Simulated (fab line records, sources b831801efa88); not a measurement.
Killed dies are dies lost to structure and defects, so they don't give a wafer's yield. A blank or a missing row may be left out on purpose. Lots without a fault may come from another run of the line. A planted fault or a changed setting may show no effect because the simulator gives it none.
fab line records | flow sky130 | part 1 of 2: steps 1 to 30 of 42
record lots=5 wafers=15 last_day=49
route steps=708 shown SD_N@355 SD_P@359 RES_XHIGH@360 SALICIDE@361 LI_CONTACT@362 LOCAL_INTERCONNECT@387
lots that met no fault: from a run of the same line without faults
start_h: hours from the record's first day to the start of the lot's first wafer shown | wait_h: hours since the lot's step before | " the same as in the row above | L1.1+2: a row that stands for several wafers | - no value, or no start given | * or withheld: withheld | < > ~ a bound
route shown NAME@n: a module of which the file shows steps, and the number in the route of the first | usual: mean/standard deviation of fault-free wafers | same: alike in all rows | chamber/n: place in a boat | sites: the reading at each site | _std_site: their standard deviation | _edge_site: outer sites' mean less inner sites' | radius_mm: how far each site lies from the wafer's centre | mask NAME#n: copy n | behind: the tool/chamber that last shaped the wafer | hold: why the lot was held/for how many hours/how that ended | device: the transistor (n, p or np) that didn't switch | end of line: the same wafers' tests at the end of the route | a step without rows: its recipe alone | killed: dies lost to structure and defects at the first sort, not the wafer's yield | map: a wafer's dies, x killed, . not, _ none there
set.NAME: the setting as run; set.NAME@STEP: as run at that earlier step | model.NAME: the simulator's own value behind a step, which no gauge read
lots at some steps of the route; a table a step, a row a wafer
services: from which hour (start_h, from the record's first day; less than 0 if before it) a tool's chamber was out of use, for how many hours, and why
## steps
# step SKY_SD_N_CLEAN_13
# recipe chemistry=SC1/SC2 mix=1:4:20 temp_c=70 time_s=150 dry=n2_spin
# columns lot.wafer tool chamber start_h wait_h
L080.2+3+6 wet_bench-04 3 706.64 0.0
L081.3+5+6 wet_bench-01 3 712.10 0.0
L082.1+3+4 wet_bench-01 0 717.40 0.1
L086.3+4+6 wet_bench-01 3 758.87 0.0
L091.1+4+5 wet_bench-03 2 790.49 0.1
# step SKY_SD_N_RTA_14
# recipe temp_c=1075 time_s=2 idle_temp_c=650 ramp_up_c_per_s=150 ramp_down_c_per_s=90 ambient=N2
# usual lamp_power_pct=15.74/0.049 wafer_temp_C_max=1077.9/1.3
# columns lot.wafer tool chamber start_h wait_h lamp_power_pct wafer_temp_C_max
L080.2 rtp_anneal-01 0 706.70 0.0 15.77 1077.1
L080.3 " 0 " " 15.81 1078.0
L080.6 " 0 " " 15.70 1076.7
L081.3 rtp_anneal-02 0 712.17 0.0 15.83 1076.7
L081.5 " 0 " " 15.67 1078.9
L081.6 " 0 " " 15.80 1079.4
L082.1 rtp_anneal-01 0 717.46 0.0 15.74 1076.9
L082.3 " 0 " " 15.77 1079.2
L082.4 " 0 " " 15.83 1078.2
L086.3 rtp_anneal-01 0 758.93 0.0 15.73 1077.8
L086.4 " 0 " " 15.76 1079.6
L086.6 " 0 " " 15.79 1077.7
L091.1 rtp_anneal-02 0 790.54 0.0 15.65 1077.4
L091.4 " 0 " " 15.71 1078.5
L091.5 " 0 " " 15.77 1078.1
# step SKY_SD_N_RS_MEAS_16
# recipe thk_meas_gauge=four-point-probe
# usual SD_N_RS=68.55/0.11
# columns lot.wafer tool chamber start_h wait_h SD_N_RS[ohm/sq]
L080.2 film_metro-01 - 706.88 0.1 68.66
L080.3 " - " " 68.55
L080.6 " - " " 68.40
L081.3 film_metro-03 - 712.37 0.1 68.51
L081.5 " - " " 68.37
L081.6 " - " " 68.60
L082.1 film_metro-03 - 717.63 0.1 68.69
L082.3 " - " " 68.62
L082.4 " - " " 68.60
L086.3 film_metro-01 - 759.13 0.1 68.51
L086.4 " - " " 68.52
L086.6 " - " " 68.41
L091.1 film_metro-01 - 790.71 0.1 68.41
L091.4 " - " " 68.48
L091.5 " - " " 68.35
# step SKY_SD_N_RS_MEAS_17
# recipe thk_meas_gauge=four-point-probe
# usual SD_P_RS=147.1/0.35
# columns lot.wafer tool chamber start_h wait_h SD_P_RS[ohm/sq]
L080.2 film_metro-01 - 707.00 0.1 147.1
L080.3 " - " " 146.8
L080.6 " - " " 146.7
L081.3 film_metro-03 - 712.49 0.1 147.3
L081.5 " - " " 146.9
L081.6 " - " " 147.1
L082.1 film_metro-03 - 717.75 0.1 147.1
L082.3 " - " " 147.2
L082.4 " - " " 147.1
L086.3 film_metro-01 - 759.25 0.1 147.3
L086.4 " - " " 147.0
L086.6 " - " " 146.9
L091.1 film_metro-01 - 790.83 0.1 147.2
L091.4 " - " " 146.7
L091.5 " - " " 146.2
# step SKY_SD_N_RS_MEAS_18
# recipe thk_meas_gauge=four-point-probe
# usual RES_XHIGH_RS=333.2/1.2
# columns lot.wafer tool chamber start_h wait_h RES_XHIGH_RS[ohm/sq]
L080.2 film_metro-01 - 707.12 0.1 333.0
L080.3 " - " " 332.3
L080.6 " - " " 332.7
L081.3 film_metro-03 - 712.61 0.1 331.9
L081.5 " - " " 332.8
L081.6 " - " " 332.5
L082.1 film_metro-03 - 717.87 0.1 335.0
L082.3 " - " " 334.8
L082.4 " - " " 334.8
L086.3 film_metro-01 - 759.37 0.1 334.8
L086.4 " - " " 335.0
L086.6 " - " " 334.7
L091.1 film_metro-01 - 790.95 0.1 332.3
L091.4 " - " " 333.7
L091.5 " - " " 332.8
# step SKY_SALICIDE_CLEAN_00
# recipe chemistry=HF-last time_s=30 dilution=100:1 dry=ipa_marangoni
# columns lot.wafer tool chamber start_h wait_h
L080.2+3+6 wet_bench-01 2 707.22 0.1
L081.3+5+6 wet_bench-01 0 712.69 0.1
L082.1+3+4 wet_bench-02 3 717.99 0.1
L086.3+4+6 wet_bench-01 1 759.45 0.1
L091.1+4+5 wet_bench-01 2 791.07 0.1
# step SKY_LI_CONTACT_HDPCVD_00
# recipe material=PSG target_thk_nm=930 sigma_open_frac=0.3 time_s=155 temp_c=600 sih4_flow_sccm=60 pressure_mtorr=6
# columns lot.wafer tool chamber start_h wait_h
L080.2+3+6 hdpcvd-02 1,0,0 707.24 0.0
L081.3+5+6 hdpcvd-02 2,0,2 712.70 0.0
L082.1+3+4 hdpcvd-02 1,0,0 718.01 0.0
L086.3+4+6 hdpcvd-02 2,0,2 759.47 0.0
L091.1+4+5 hdpcvd-01 1,0,2 791.09 0.0
# step SKY_LI_CONTACT_THK_MEAS_01
# recipe reads=PSG_of_LI_CONTACT_HDPCVD_00
# usual LI_CONTACT_HDPCVD_THK=932/11
# columns lot.wafer tool chamber start_h wait_h LI_CONTACT_HDPCVD_THK[nm]
L080.2 film_metro-02 - 707.35 0.1 935
L080.3 " - " " 951
L080.6 " - " " 937
L081.3 film_metro-01 - 712.83 0.1 914
L081.5 " - " " 926
L081.6 " - " " 922
L082.1 film_metro-01 - 718.11 0.1 936
L082.3 " - " " 937
L082.4 " - " " 931
L086.3 film_metro-02 - 759.59 0.1 934
L086.4 " - " " 950
L086.6 " - " " 953
L091.1 film_metro-01 - 791.28 0.1 921
L091.4 " - " " 903
L091.5 " - " " 923
# step SKY_LI_CONTACT_CMP_02
# recipe material=PSG down_force_psi=4 platen_rpm=60 pad_velocity_m_s=0.94248
# usual head_pressure_psi=4.002/0.0077 motor_current_A=11.2/1 retaining_ring_pressure_frac=1.000/0.005 time_to_endpoint_s=32.5/2.6
# columns lot.wafer tool chamber start_h wait_h head_pressure_psi motor_current_A retaining_ring_pressure_frac time_to_endpoint_s
L080.3 cmp-02 0 707.40 0.0 4.000 10.9 0.991 34.3
L080.2 " 2 " " 3.989 11.9 0.999 32.9
L080.6 " 1 " " 3.998 12.7 0.999 32.6
L081.3 cmp-02 1 712.92 0.1 3.999 12.1 0.995 27.9
L081.5 " 0 " " 3.999 11.2 1.007 32.2
L081.6 " 1 " " 3.990 11.8 1.000 30.3
L082.4 cmp-01 1 718.17 0.0 4.005 13.0 0.999 28.7
L082.3 " 3 " " 3.998 9.6 1.001 29.2
L082.1 " 0 " " 4.013 10.2 1.010 30.9
L086.4 cmp-02 0 759.63 0.0 3.987 10.5 1.001 32.8
L086.3 " 2 " " 4.015 12.2 0.996 30.4
L086.6 " 0 " " 3.991 11.2 1.008 29.8
L091.4 cmp-01 2 791.44 0.1 3.999 10.7 1.005 33.5
L091.1 " 3 " " 4.002 9.8 1.004 34.9
L091.5 " 0 " " 4.007 10.1 1.001 30.8
# step SKY_LI_CONTACT_BOW_MEAS_03
# recipe mode=bow
# usual LI_CONTACT_BOW=57/7.2
# columns lot.wafer tool chamber start_h wait_h LI_CONTACT_BOW[um]
L080.2 film_metro-01 - 707.72 0.2 46
L080.3 " - " " 51
L080.6 " - " " 59
L081.3 film_metro-02 - 713.21 0.2 57
L081.5 " - " " 51
L081.6 " - " " 66
L082.1 film_metro-01 - 718.47 0.1 52
L082.3 " - " " 56
L082.4 " - " " 58
L086.3 film_metro-03 - 759.97 0.2 76
L086.4 " - " " 63
L086.6 " - " " 62
L091.1 film_metro-01 - 791.64 0.1 54
L091.4 " - " " 59
L091.5 " - " " 61
# step SKY_LI_CONTACT_DEHYDRATE_04
# recipe temp_c=200 time_s=60
# columns lot.wafer tool chamber start_h wait_h
L080.2+3+6 litho_track-04 0 720.62 12.9
L081.3+5+6 litho_track-02 0 726.02 12.8
L082.1+3+4 litho_track-04 0 731.89 13.4
L086.3+4+6 litho_track-02 0 772.72 12.7
L091.1+4+5 litho_track-04 0 804.04 12.4
# step SKY_LI_CONTACT_HMDS_05
# recipe prime_time_s=60 prime_temp_c=120
# columns lot.wafer tool chamber start_h wait_h
L080.2+3+6 litho_track-04 0 720.77 0.1
L081.3+5+6 litho_track-02 0 726.17 0.1
L082.1+3+4 litho_track-04 0 732.04 0.1
L086.3+4+6 litho_track-02 0 772.87 0.1
L091.1+4+5 litho_track-04 0 804.19 0.1
# step SKY_LI_CONTACT_COAT_06
# recipe resist=BARC temp_c=withheld time_s=withheld spin_rpm=3000 resist_thk_nm=60
# columns lot.wafer tool chamber start_h wait_h
L080.2+3+6 litho_track-04 0 720.92 0.1
L081.3+5+6 litho_track-02 0 726.32 0.1
L082.1+3+4 litho_track-04 0 732.19 0.1
L086.3+4+6 litho_track-02 0 773.02 0.1
L091.1+4+5 litho_track-04 0 804.34 0.1
# step SKY_LI_CONTACT_COAT_07
# recipe resist=KrF-thick spin_rpm=3000 resist_thk_nm=450
# columns lot.wafer tool chamber start_h wait_h
L080.2+3+6 litho_track-04 0 - -
L081.3+5+6 litho_track-02 0 - -
L082.1+3+4 litho_track-04 0 - -
L086.3+4+6 litho_track-02 0 - -
L091.1+4+5 litho_track-04 0 - -
# step SKY_LI_CONTACT_SOFTBAKE_08
# recipe temp_c=100 time_s=90 resist=KrF-thick
# columns lot.wafer tool chamber start_h wait_h
L080.2+3+6 litho_track-04 0 - -
L081.3+5+6 litho_track-02 0 - -
L082.1+3+4 litho_track-04 0 - -
L086.3+4+6 litho_track-02 0 - -
L091.1+4+5 litho_track-04 0 - -
# step SKY_LI_CONTACT_EXPOSE_09
# recipe mask_id=LICM1 na=0.8 source_shape=annular sigma_inner=0.55 sigma_outer=0.85 target_cd_nm=170 dose_mj=38.76
# columns lot.wafer tool chamber start_h wait_h mask
L080.2+3+6 krf_scanner-02 0 - - LICM1#0
L081.3+5+6 krf_scanner-02 0 - - LICM1#0
L082.1+3+4 krf_scanner-02 0 - - LICM1#0
L086.3+4+6 krf_scanner-02 0 - - LICM1#0
L091.1+4+5 krf_scanner-02 0 - - LICM1#0
# step SKY_LI_CONTACT_PEB_10
# recipe peb_temp_c=withheld peb_time_s=withheld resist=KrF-thick
# columns lot.wafer tool chamber start_h wait_h
L080.2+3+6 litho_track-04 0 - -
L081.3+5+6 litho_track-04 0 - -
L082.1+3+4 litho_track-02 0 - -
L086.3+4+6 litho_track-02 0 - -
L091.1+4+5 litho_track-03 0 - -
# step SKY_LI_CONTACT_DEVELOP_11
# recipe develop_time_s=60 resist=KrF-thick dev_temp_c=21
# columns lot.wafer tool chamber start_h wait_h
L080.2+3+6 litho_track-04 0 - -
L081.3+5+6 litho_track-04 0 - -
L082.1+3+4 litho_track-02 0 - -
L086.3+4+6 litho_track-02 0 - -
L091.1+4+5 litho_track-03 0 - -
# step SKY_LI_CONTACT_CD_MEAS_12
# recipe target_cd_nm=170
# usual cd_nm=169.9/1.5
# columns lot.wafer tool chamber start_h wait_h cd_nm
L080.2 cd_sem-01 - 735.06 - 171.8
L080.3 " - " " 172.9
L080.6 " - " " 172.1
L081.3 cd_sem-01 - 740.83 - 169.5
L081.5 " - " " 170.2
L081.6 " - " " 171.6
L082.1 cd_sem-02 - 745.72 - 170.9
L082.3 " - " " 172.4
L082.4 " - " " 171.3
L086.3 cd_sem-01 - 786.91 - 170.5
L086.4 " - " " 170.9
L086.6 " - " " 170.4
L091.1 cd_sem-02 - 818.07 - 170.4
L091.4 " - " " 168.2
L091.5 " - " " 169.5
# step SKY_LI_CONTACT_OVL_MEAS_13
# usual LI_CONTACT_OVL=0/4.9
# columns lot.wafer tool chamber start_h wait_h LI_CONTACT_OVL[nm]
L080.2 overlay-02 - 735.17 0.1 5
L080.3 " - " " 10
L080.6 " - " " 7
L081.3 overlay-02 - 740.92 0.1 4
L081.5 " - " " 1
L081.6 " - " " 2
L082.1 overlay-01 - 745.84 0.1 2
L082.3 " - " " -2
L082.4 " - " " -5
L086.3 overlay-01 - 787.01 0.1 -6
L086.4 " - " " -3
L086.6 " - " " -8
L091.1 overlay-01 - 818.19 0.1 6
L091.4 " - " " -3
L091.5 " - " " 5
# step SKY_LI_CONTACT_ETCH_14
# recipe chemistry=N2/H2 target=BARC ion_energy_ev=200 source_w=500 bias_w=100 pressure_mtorr=30 n2_flow_sccm=100 h2_flow_sccm=200 stop_on=SiO2 time_s=45.9 target_depth_a=600
# usual drypump_motor_current_A=5.7/0.41 oes_product_au=0.854/0.0042 throttle_valve_pct=13.224/0.0098
# columns lot.wafer tool chamber start_h wait_h drypump_motor_current_A oes_product_au rf_hours_counter_h throttle_valve_pct
L080.2 rie_diel-01 2 735.20 0.0 6.3 0.853 16 13.222
L080.3 " 0 " " 5.5 0.849 7 13.223
L080.6 " 2 " " 6.3 0.852 - 13.220
L081.3 rie_diel-01 3 740.95 0.0 5.3 0.849 9 13.218
L081.5 " 0 " " 5.5 0.847 - 13.229
L081.6 " 1 " " 5.8 0.852 - 13.229
L082.1 rie_diel-04 0 745.88 0.0 5.0 0.852 16 13.211
L082.3 " 1 " " 5.7 0.855 10 13.228
L082.4 " 2 " " 5.3 0.857 14 13.220
L086.3 rie_diel-02 1 787.03 0.0 5.4 0.862 11 13.224
L086.4 " 1 " " 5.4 0.851 - 13.241
L086.6 " 2 " " 6.2 0.853 - 13.208
L091.1 rie_diel-04 2 818.23 0.0 5.3 0.860 16 13.216
L091.4 " 3 " " 5.0 0.855 9 13.237
L091.5 " 0 " " 5.0 0.851 - 13.226
# step SKY_LI_CONTACT_ETCH_15
# recipe target=PSG chemistry=C4F8/O2/Ar stop_on=Si taper_deg=4.15 mask_material=KrF-thick source_w=1500 bias_w=1200 pressure_mtorr=40 c4f8_flow_sccm=withheld O2_flow_sccm=6 Ar_flow_sccm=300 time_s=withheld target_depth_a=6000
# usual oes_product_au=0.837/0.0045
# columns lot.wafer tool chamber start_h wait_h oes_product_au
L080.2 rie_diel-01 2 735.24 0.0 0.835
L080.3 " 0 " " 0.833
L080.6 " 2 " " 0.844
L081.3 rie_diel-01 3 740.99 0.0 0.837
L081.5 " 0 " " 0.836
L081.6 " 1 " " 0.835
L082.1 rie_diel-04 0 745.92 0.0 0.834
L082.3 " 1 " " 0.844
L082.4 " 2 " " 0.835
L086.3 rie_diel-02 1 787.07 0.0 0.834
L086.4 " 1 " " 0.830
L086.6 " 2 " " 0.840
L091.1 rie_diel-04 2 818.27 0.0 0.849
L091.4 " 3 " " 0.824
L091.5 " 0 " " 0.843
# step SKY_LI_CONTACT_STRIP_16
# recipe chemistry=O2/N2 power_w=1400 pressure_mtorr=1500 platen_temp_c=withheld o2_flow_sccm=3000 n2_flow_sccm=300 overash_fraction=0.5
# usual drypump_motor_current_A=5.9/0.36 oes_product_au=0.375/0.0051 strip_time_to_endpoint_s=3.49/0.032
# columns lot.wafer tool chamber start_h wait_h drypump_motor_current_A oes_product_au rf_hours_counter_h strip_time_to_endpoint_s
L080.2 plasma_asher-01 0 735.32 - 5.4 0.378 61 3.50
L080.3 " 0 " " 5.4 0.375 - 3.50
L080.6 " 0 " " 5.4 0.377 - 3.51
L081.3 plasma_asher-03 1 741.11 - 5.9 0.375 - 3.51
L081.5 " 1 " " 5.9 0.365 - 3.50
L081.6 " 0 " " 6.3 0.379 - 3.48
L082.1 plasma_asher-01 1 746.01 - 6.2 0.378 62 3.55
L082.3 " 1 " " 6.2 0.387 - 3.49
L082.4 " 0 " " 5.4 0.376 - 3.52
L086.3 plasma_asher-03 1 787.19 - 5.9 0.383 - 3.54
L086.4 " 0 " " 6.3 0.382 - 3.50
L086.6 " 1 " " 5.9 0.379 - 3.47
L091.1 plasma_asher-01 1 818.36 - 6.2 0.373 69 3.53
L091.4 " 1 " " 6.2 0.382 - 3.56
L091.5 " 0 " " 5.4 0.380 - 3.52
# step SKY_LI_CONTACT_CLEAN_17
# recipe chemistry=NMP time_s=600 temp_c=60 dry=n2_spin
# columns lot.wafer tool chamber start_h wait_h
L080.2+3+6 wet_bench-01 0 735.42 0.1
L081.3+5+6 wet_bench-02 0 741.17 0.0
L082.1+3+4 wet_bench-01 1 746.11 0.1
L086.3+4+6 wet_bench-02 3 787.26 0.0
L091.1+4+5 wet_bench-01 0 818.46 0.1
# step SKY_LI_CONTACT_PRE_CLEAN_18
# recipe gas=Ar time_s=5.6 bias_v=358
# columns lot.wafer tool chamber start_h wait_h
L080.2+3+6 pvd_sputter-04 - 735.60 0.0
L081.3+5+6 pvd_sputter-04 - 741.37 0.0
L082.1+3+4 pvd_sputter-02 - 746.28 0.0
L086.3+4+6 pvd_sputter-02 - 787.43 0.0
L091.1+4+5 pvd_sputter-02 - 818.63 0.0
# step SKY_LI_CONTACT_SPUTTER_19
# recipe material=Ti target_thk_nm=20 chamber_pressure_pa=5 power_w=2500 substrate_temp_c=200 time_s=106.37
# usual substrate_temp_c=199.99/0.16 throttle_valve_pct=30.5/1
# columns lot.wafer tool chamber start_h wait_h substrate_temp_c throttle_valve_pct
L080.2 pvd_sputter-04 - 735.62 0.0 199.91 32.6
L080.3 " - " " 199.98 31.8
L080.6 " - " " 200.20 29.6
L081.3 pvd_sputter-04 - 741.38 0.0 200.18 32.7
L081.5 " - " " 199.93 31.5
L081.6 " - " " 200.32 29.4
L082.1 pvd_sputter-02 - 746.30 0.0 199.90 29.2
L082.3 " - " " 200.09 31.4
L082.4 " - " " 199.95 29.7
L086.3 pvd_sputter-02 - 787.45 0.0 199.71 31.1
L086.4 " - " " 199.84 30.4
L086.6 " - " " 199.80 29.7
L091.1 pvd_sputter-02 - 818.65 0.0 200.04 31.2
L091.4 " - " " 200.16 30.4
L091.5 " - " " 200.06 31.1
# step SKY_LI_CONTACT_SPUTTER_20
# recipe material=TiN target_thk_nm=20 chamber_pressure_pa=5 power_w=4000 time_s=80
# usual throttle_valve_pct=30.5/1
# columns lot.wafer tool chamber start_h wait_h throttle_valve_pct
L080.2 pvd_sputter-04 - 735.69 0.0 32.5
L080.3 " - " " 31.8
L080.6 " - " " 29.3
L081.3 pvd_sputter-04 - 741.46 0.0 32.6
L081.5 " - " " 31.8
L081.6 " - " " 29.6
L082.1 pvd_sputter-02 - 746.38 0.0 29.2
L082.3 " - " " 31.2
L082.4 " - " " 29.6
L086.3 pvd_sputter-02 - 787.53 0.0 31.3
L086.4 " - " " 30.3
L086.6 " - " " 29.7
L091.1 pvd_sputter-02 - 818.73 0.0 31.0
L091.4 " - " " 30.3
L091.5 " - " " 31.2
# step SKY_LI_CONTACT_CVD_21
# recipe material=W target_thk_nm=400 time_s=120.56 temp_c=400 pressure_torr=40.63
# usual heater_power_outer_w=526/82 heater_power_w=833/130
# columns lot.wafer tool chamber start_h wait_h heater_power_outer_w heater_power_w
L080.2 cvd_w-02 0 735.76 0.0 417 666
L080.3 " 1 " " 626 1028
L080.6 " 1 " " 619 1025
L081.3 cvd_w-01 1 741.56 0.1 464 748
L081.5 " 0 " " 568 861
L081.6 " 1 " " 478 741
L082.1 cvd_w-01 0 746.44 0.0 556 876
L082.3 " 0 " " 582 909
L082.4 " 1 " " 470 746
L086.3 cvd_w-02 1 787.63 0.1 638 1026
L086.4 " 0 " " 420 671
L086.6 " 0 " " 421 658
L091.1 cvd_w-02 0 818.79 0.0 410 676
L091.4 " 1 " " 648 1045
L091.5 " 0 " " 422 676
# step SKY_LI_CONTACT_RS_MEAS_22
# recipe thk_meas_gauge=four-point-probe reads=W_of_LI_CONTACT_CVD_21+TiN_of_LI_CONTACT_SPUTTER_20+Ti_of_LI_CONTACT_SPUTTER_19
# usual LI_CONTACT_W_RS=0.280/0.0033
# columns lot.wafer tool chamber start_h wait_h LI_CONTACT_W_RS[ohm/sq]
L080.2 film_metro-01 - 735.90 0.1 0.281
L080.3 " - " " 0.282
L080.6 " - " " 0.280
L081.3 film_metro-02 - 741.69 0.1 0.282
L081.5 " - " " 0.281
L081.6 " - " " 0.278
L082.1 film_metro-03 - 746.56 0.1 0.280
L082.3 " - " " 0.285
L082.4 " - " " 0.276
L086.3 film_metro-01 - 787.76 0.1 0.282
L086.4 " - " " 0.284
L086.6 " - " " 0.283
L091.1 film_metro-01 - 818.91 0.1 0.284
L091.4 " - " " 0.285
L091.5 " - " " 0.284
# step SKY_LI_CONTACT_THK_MEAS_23
# recipe thk_meas_gauge=xrf reads=W_of_LI_CONTACT_CVD_21
# usual LI_CONTACT_W_THK=413/7
# columns lot.wafer tool chamber start_h wait_h LI_CONTACT_W_THK[nm]
L080.2 film_metro-01 - 736.01 0.1 405
L080.3 " - " " 400
L080.6 " - " " 403
L081.3 film_metro-02 - 741.79 0.1 418
L081.5 " - " " 421
L081.6 " - " " 423
L082.1 film_metro-03 - 746.68 0.1 415
L082.3 " - " " 412
L082.4 " - " " 420
L086.3 film_metro-01 - 787.86 0.1 408
L086.4 " - " " 403
L086.6 " - " " 404
L091.1 film_metro-01 - 819.03 0.1 402
L091.4 " - " " 404
L091.5 " - " " 404
